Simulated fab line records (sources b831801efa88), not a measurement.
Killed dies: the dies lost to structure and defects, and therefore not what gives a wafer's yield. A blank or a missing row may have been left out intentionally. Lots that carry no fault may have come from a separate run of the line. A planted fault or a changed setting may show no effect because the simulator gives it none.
What tool caused it? :: flow sky130 :: Sampling: 12 lots, 36 wafers, 4 of 708 route steps

== WHAT THE GAUGES SHOWED, per wafer ==
SKY_PASSIVATION_THK_MEAS_01.
lot: L564
measured: day 43 15:09
on: filmMetro-04
PASSIVATION_CVD_00_THK (nm): 89.3 91.6 91.2

lot: L565
measured: day 44 04:02
on: filmMetro-01
PASSIVATION_CVD_00_THK (nm): 91.5 90.0 89.9

lot: L566
measured: day 44 10:14
on: filmMetro-01
PASSIVATION_CVD_00_THK (nm): 88.9 91.7 90.9

lot: L570
measured: day 45 11:15
on: filmMetro-04
PASSIVATION_CVD_00_THK (nm): 88.6 89.1 92.2

lot: L569
measured: day 45 20:19
on: filmMetro-02
PASSIVATION_CVD_00_THK (nm): 90.2 91.1 91.2

lot: L572
measured: day 46 07:19
on: filmMetro-02
PASSIVATION_CVD_00_THK (nm): 89.8 92.8 90.9

lot: L573
measured: day 46 09:35
on: filmMetro-01
PASSIVATION_CVD_00_THK (nm): 87.8 89.3 88.9

lot: L575
measured: day 46 20:52
on: filmMetro-01
PASSIVATION_CVD_00_THK (nm): 90.4 90.1 91.2

lot: L578
measured: day 47 16:06
on: filmMetro-04
PASSIVATION_CVD_00_THK (nm): 89.2 89.0 90.2

lot: L582
measured: day 48 14:49
on: filmMetro-04
PASSIVATION_CVD_00_THK (nm): 90.4 90.6 91.1

lot: L583
measured: day 48 17:43
on: filmMetro-04
PASSIVATION_CVD_00_THK (nm): 88.5 90.3 89.3

lot: L586
measured: day 49 07:56
on: filmMetro-04
PASSIVATION_CVD_00_THK (nm): 89.0 89.1 90.0

== WHICH TOOL RAN EACH LOT (tool, then ch and the chambers of the sampled wafers, then the start) ==
lot: L564
SKY_METAL3_ETCH_17: rieDiel-03 ch 0,3, day 38 07:36
SKY_VIA4_CMP_21: cmp-02 ch 0,2,3, day 42 15:05
SKY_METAL5_SPUTTER_03: pvdSputter-01, day 42 15:29

lot: L565
SKY_METAL3_ETCH_17: rieDiel-02 ch 0,1,2, day 38 21:43
SKY_VIA4_CMP_21: cmp-02 ch 0,2,3, day 43 03:52
SKY_METAL5_SPUTTER_03: pvdSputter-04, day 43 04:10

lot: L566
SKY_METAL3_ETCH_17: rieDiel-02 ch 0,1,2, day 39 00:28
SKY_VIA4_CMP_21: cmp-01 ch 1,2,3, day 43 10:01
SKY_METAL5_SPUTTER_03: pvdSputter-01, day 43 10:22

lot: L570
SKY_METAL3_ETCH_17: rieDiel-02 ch 2,3, day 40 07:49
SKY_VIA4_CMP_21: cmp-01 ch 0,2,3, day 44 12:17
SKY_METAL5_SPUTTER_03: pvdSputter-03, day 44 12:41

lot: L569
SKY_METAL3_ETCH_17: rieDiel-03 ch 0,1,2, day 40 18:27
SKY_VIA4_CMP_21: cmp-01 ch 0,2,3, day 44 21:31
SKY_METAL5_SPUTTER_03: pvdSputter-03, day 44 21:55

lot: L572
SKY_METAL3_ETCH_17: rieDiel-02 ch 0,1, day 41 07:04
SKY_VIA4_CMP_21: cmp-02 ch 1,2,3, day 45 09:26
SKY_METAL5_SPUTTER_03: pvdSputter-03, day 45 09:50

lot: L573
SKY_METAL3_ETCH_17: rieDiel-03 ch 0,2,3, day 41 10:48
SKY_VIA4_CMP_21: cmp-01 ch 0,1, day 45 12:10
SKY_METAL5_SPUTTER_03: pvdSputter-04, day 45 12:34

lot: L575
SKY_METAL3_ETCH_17: rieDiel-02 ch 0,1,3, day 41 22:33
SKY_VIA4_CMP_21: cmp-01 ch 0,1,2, day 45 23:19
SKY_METAL5_SPUTTER_03: pvdSputter-03, day 45 23:40

lot: L578
SKY_METAL3_ETCH_17: rieDiel-03 ch 1,2,3, day 42 21:15
SKY_VIA4_CMP_21: cmp-02 ch 1,2,3, day 46 18:28
SKY_METAL5_SPUTTER_03: pvdSputter-01, day 46 18:52

lot: L582
SKY_METAL3_ETCH_17: rieDiel-01 ch 0,3, day 43 23:35
SKY_VIA4_CMP_21: cmp-02 ch 0,1,3, day 47 18:55
SKY_METAL5_SPUTTER_03: pvdSputter-03, day 47 19:19

lot: L583
SKY_METAL3_ETCH_17: rieDiel-01 ch 2,3, day 44 03:29
SKY_VIA4_CMP_21: cmp-02 ch 0,1,2, day 47 22:06
SKY_METAL5_SPUTTER_03: pvdSputter-01, day 47 22:27

lot: L586
SKY_METAL3_ETCH_17: rieDiel-03 ch 1,2,3, day 44 20:11
SKY_VIA4_CMP_21: cmp-02 ch 0,1,2, day 48 12:53
SKY_METAL5_SPUTTER_03: pvdSputter-01, day 48 13:17
- SKY_METAL3_ETCH_17: etches SiO2 in C4F8/O2/Ar, stops on TiN, time 3.9 s, target depth 15 nm.
- SKY_VIA4_CMP_21: polishes, stops on SiO2, t overpolish 25 s, target thk 0 nm.
- SKY_METAL5_SPUTTER_03: material Ti, target thk 5 nm, time 3.3 s.

== AS READ BY THE TOOLS THEMSELVES (means over the sampled wafers that have a number; for cases with no such wafer, the mark the record gives instead) ==
SKY_METAL3_ETCH_17.
lot: L564
tool: rieDiel-03
oesProductAu (a.u.): 0.751

lot: L565
tool: rieDiel-02
oesProductAu (a.u.): 0.756

lot: L566
tool: rieDiel-02
oesProductAu (a.u.): 0.762

lot: L570
tool: rieDiel-02
oesProductAu (a.u.): 0.758

lot: L569
tool: rieDiel-03
oesProductAu (a.u.): 0.750

lot: L572
tool: rieDiel-02
oesProductAu (a.u.): 0.757

lot: L573
tool: rieDiel-03
oesProductAu (a.u.): 0.748

lot: L575
tool: rieDiel-02
oesProductAu (a.u.): 0.752

lot: L578
tool: rieDiel-03
oesProductAu (a.u.): 0.750

lot: L582
tool: rieDiel-01
oesProductAu (a.u.): 0.757

lot: L583
tool: rieDiel-01
oesProductAu (a.u.): 0.739

lot: L586
tool: rieDiel-03
oesProductAu (a.u.): 0.751

SKY_VIA4_CMP_21.
lot: L564
tool: cmp-02
edgeZonePressureFrac: 1.001
motorCurrentA (A): 9.8
overpolishRunS (s): 24.998
slurryFlowMlMin: 150.0
timeToEndpointS (s): 125

lot: L565
tool: cmp-02
edgeZonePressureFrac: 0.999
motorCurrentA (A): 9.7
overpolishRunS (s): 24.992
slurryFlowMlMin: 150.0
timeToEndpointS (s): 128

lot: L566
tool: cmp-01
edgeZonePressureFrac: 0.997
motorCurrentA (A): 11.2
overpolishRunS (s): 25.003
slurryFlowMlMin: 149.9
timeToEndpointS (s): 118

lot: L570
tool: cmp-01
edgeZonePressureFrac: 0.996
motorCurrentA (A): 10.4
overpolishRunS (s): 24.999
slurryFlowMlMin: 150.1
timeToEndpointS (s): 122

lot: L569
tool: cmp-01
edgeZonePressureFrac: 0.997
motorCurrentA (A): 10.6
overpolishRunS (s): 25.001
slurryFlowMlMin: 150.8
timeToEndpointS (s): 116

lot: L572
tool: cmp-02
edgeZonePressureFrac: 0.997
motorCurrentA (A): 10.2
overpolishRunS (s): 24.998
slurryFlowMlMin: 149.6
timeToEndpointS (s): 122

lot: L573
tool: cmp-01
edgeZonePressureFrac: 0.998
motorCurrentA (A): 11.7
overpolishRunS (s): 25.005
slurryFlowMlMin: 149.5
timeToEndpointS (s): 122

lot: L575
tool: cmp-01
edgeZonePressureFrac: 0.999
motorCurrentA (A): 11.0
overpolishRunS (s): 24.997
slurryFlowMlMin: 150.2
timeToEndpointS (s): 120

lot: L578
tool: cmp-02
edgeZonePressureFrac: 0.994
motorCurrentA (A): 10.2
overpolishRunS (s): 25.004
slurryFlowMlMin: 149.7
timeToEndpointS (s): 118

lot: L582
tool: cmp-02
edgeZonePressureFrac: 0.998
motorCurrentA (A): 10.3
overpolishRunS (s): 24.992
slurryFlowMlMin: 150.0
timeToEndpointS (s): 122

lot: L583
tool: cmp-02
edgeZonePressureFrac: 0.998
motorCurrentA (A): 10.1
overpolishRunS (s): 24.998
slurryFlowMlMin: 150.4
timeToEndpointS (s): 120

lot: L586
tool: cmp-02
edgeZonePressureFrac: 0.997
motorCurrentA (A): 10.2
overpolishRunS (s): 24.999
slurryFlowMlMin: 149.7
timeToEndpointS (s): 125

SKY_METAL5_SPUTTER_03.
lot: L564
tool: pvdSputter-01
throttleValvePct (%): 30.6

lot: L565
tool: pvdSputter-04
throttleValvePct (%): 30.7

lot: L566
tool: pvdSputter-01
throttleValvePct (%): 29.1

lot: L570
tool: pvdSputter-03
throttleValvePct (%): 30.8

lot: L569
tool: pvdSputter-03
throttleValvePct (%): 30.5

lot: L572
tool: pvdSputter-03
throttleValvePct (%): 30.2

lot: L573
tool: pvdSputter-04
throttleValvePct (%): 30.7

lot: L575
tool: pvdSputter-03
throttleValvePct (%): 30.2

lot: L578
tool: pvdSputter-01
throttleValvePct (%): 30.1

lot: L582
tool: pvdSputter-03
throttleValvePct (%): 30.1

lot: L583
tool: pvdSputter-01
throttleValvePct (%): 29.9

lot: L586
tool: pvdSputter-01
throttleValvePct (%): 30.1

== THE ANSWER, worked out from the rows above alone ==
Rule: usual is defined by the lots themselves. Put in order of their means at a reading, lots are off if they are a third of the lots or fewer, leave a main group of 4 or more, and stand apart from it by a gap of 3 or more times the standard deviation of the main group's means; of several such gaps the widest counts. A main group whose means are all the same, to the digits that the tables above print for the reading, isn't used. A lot without any number at a reading at which 4 lots or more have one is off too. Where the step has rows for the other lots, those lots are counted as sound. Order of review: gauges by route order, followed by the tools' own readings, for which a lot's mean as printed above is used. At the first step where some lot is off, the reading lying furthest off is the one used; lots without a number count as furthest.
Across all readings shown, no lot is off: no conclusion can be drawn from this.

== WHAT THE SIMULATOR HAD INSERTED ==
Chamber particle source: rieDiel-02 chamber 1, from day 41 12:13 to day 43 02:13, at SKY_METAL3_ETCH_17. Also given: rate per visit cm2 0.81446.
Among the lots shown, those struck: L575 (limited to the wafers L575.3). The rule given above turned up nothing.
